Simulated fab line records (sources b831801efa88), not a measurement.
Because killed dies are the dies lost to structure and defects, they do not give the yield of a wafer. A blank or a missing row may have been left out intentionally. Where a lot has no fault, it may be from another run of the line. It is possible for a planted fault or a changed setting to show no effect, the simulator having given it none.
What tool caused it? -- flow gf180mcu -- 6 lots with 16 wafers sampled at 3 steps, on a route of 602 steps

WHAT THE GAUGES SHOWED, per wafer
GF_V1_THK_MEAS_03.
lot,measured,on,V1_CVD_02_THK (nm)
L976,day 17 22:26,film metro-03,861 864 887
L979,day 19 01:59,film metro-03,852 853 864
L981,day 19 17:22,film metro-03,847 854 859
L984,day 21 01:02,film metro-01,856 874 880
L987,day 21 23:45,film metro-03,791 792
L994,day 24 11:21,film metro-03,852 867 868

WHAT TOOL EACH LOT RAN ON (gives the tool, then ch and the chambers of the sampled wafers, and finally the start)
lot,GF_M1_SPUTTER_02,GF_V1_CVD_02
L976,"pvd sputter-04, day 16 22:14","pecvd-04 ch 1,2, day 17 22:22"
L979,"pvd sputter-02, day 18 01:19","pecvd-01 ch 0,1,2, day 19 01:55"
L981,"pvd sputter-04, day 18 16:16","pecvd-03 ch 0,2, day 19 17:17"
L984,"pvd sputter-02, day 20 00:16","pecvd-04 ch 0,1,2, day 21 00:59"
L987,"pvd sputter-02, day 21 00:58","pecvd-03 ch 0, day 21 23:40"
L994,"pvd sputter-02, day 23 11:44","pecvd-01 ch 0,2, day 24 11:16"
- GF_M1_SPUTTER_02: material AlCu, target thk 450 nm, time 23.9 s.
- GF_V1_CVD_02: deposits SiO2 from TEOS, target thk 850 nm, time 94.851 s.

THE ANSWER, worked out from the rows above alone
Rule: the lots themselves supply what counts as usual. The widest of any qualifying gaps counts: lots, ordered by their means at a reading, are off when they make up no more than a third of the lots, leave a main group of 4 or more, and stand apart from it by 3 or more times the standard deviation of that group's means. The tables above print the reading to a certain number of digits; a main group whose means all agree to those digits is not used. Also off: a lot with no number at a reading for which 4 or more lots have one. Where the step has rows for the other lots, those lots are counted as sound.
Off: L987, at GF_V1_THK_MEAS_03 (V1_CVD_02_THK). For the main group the mean is 863 nm and the standard deviation 7.
If a tool, at a process step before that reading, ran all the lots that are off and no sound lot after the first of them, it fits. Those tools and the gauges at GF_V1_THK_MEAS_03 are tried in the same way. One fits: pecvd-03 at GF_V1_CVD_02. Its last sound lot is L981 (day 19 17:17), its first lot that is off L987 (day 21 23:40): a fault that began between those two fits.

WHAT THE SIMULATOR HAD PUT IN
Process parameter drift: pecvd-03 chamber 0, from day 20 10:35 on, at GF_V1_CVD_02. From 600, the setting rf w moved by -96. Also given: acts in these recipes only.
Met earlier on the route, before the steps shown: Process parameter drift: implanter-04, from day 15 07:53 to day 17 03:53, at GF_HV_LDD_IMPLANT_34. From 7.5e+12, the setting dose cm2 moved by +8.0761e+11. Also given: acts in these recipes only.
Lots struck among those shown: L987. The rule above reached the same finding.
